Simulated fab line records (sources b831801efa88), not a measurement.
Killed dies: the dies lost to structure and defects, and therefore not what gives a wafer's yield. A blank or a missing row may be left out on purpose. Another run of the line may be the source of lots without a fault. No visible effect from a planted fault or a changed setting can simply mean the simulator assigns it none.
Which tool was responsible?    flow sky130    6 lots, 18 wafers sampled, at 2 steps of a route of 708

WHAT EACH GAUGE READ, for each wafer
SKY_VT_ADJUST_HVTR_TW_MEAS_11.
lot   measured      on            VT_ADJUST_HVTR_TW
L644  day 10 14:44  filmMetro-02  210.0 209.1 209.1
L646  day 11 04:10  filmMetro-01  253.4 255.2 254.0
L649  day 12 11:40  filmMetro-01  207.3 208.1 208.2
L651  day 13 02:07  filmMetro-03  257.2 259.1 256.2
L656  day 14 14:33  filmMetro-03  209.7 211.3 211.1
L661  day 15 23:25  filmMetro-01  209.5 211.5 209.1

TOOL THAT RAN EACH LOT (tool first, then ch and the chambers of the sampled wafers, then the start)
lot   SKY_VT_ADJUST_HVTR_IMPLANT_09
L644  implanter-01 ch 0, day 10 14:29
L646  implanter-02 ch 0, day 11 03:36
L649  implanter-02 ch 0, day 12 11:28
L651  implanter-02 ch 0, day 13 01:26
L656  implanter-02 ch 0, day 14 14:18
L661  implanter-01 ch 0, day 15 23:10
- SKY_VT_ADJUST_HVTR_IMPLANT_09

THE ANSWER, worked out from the rows above alone
Rule: the lots themselves supply what counts as usual. Put in order of their means at a reading, lots are off if they are a third of the lots or fewer, leave a main group of 4 or more, and stand apart from it by a gap of 3 or more times the standard deviation of the main group's means; of several such gaps the widest counts. A main group is skipped when, at the precision printed for the reading in the tables above, its means are all equal. Also off: a lot with no number at a reading for which 4 or more lots have one. All remaining lots with rows at the step are treated as sound.
Off: L646, L651, at SKY_VT_ADJUST_HVTR_TW_MEAS_11 (VT_ADJUST_HVTR_TW). For the main group the mean is 209.5 and the standard deviation 1.
If a tool, at a process step before that reading, ran all the lots that are off and no sound lot after the first of them, it fits. Those tools and the gauges at SKY_VT_ADJUST_HVTR_TW_MEAS_11 are tried in the same way. None of those tried fits.

WHAT THE SIMULATOR HAD PUT IN
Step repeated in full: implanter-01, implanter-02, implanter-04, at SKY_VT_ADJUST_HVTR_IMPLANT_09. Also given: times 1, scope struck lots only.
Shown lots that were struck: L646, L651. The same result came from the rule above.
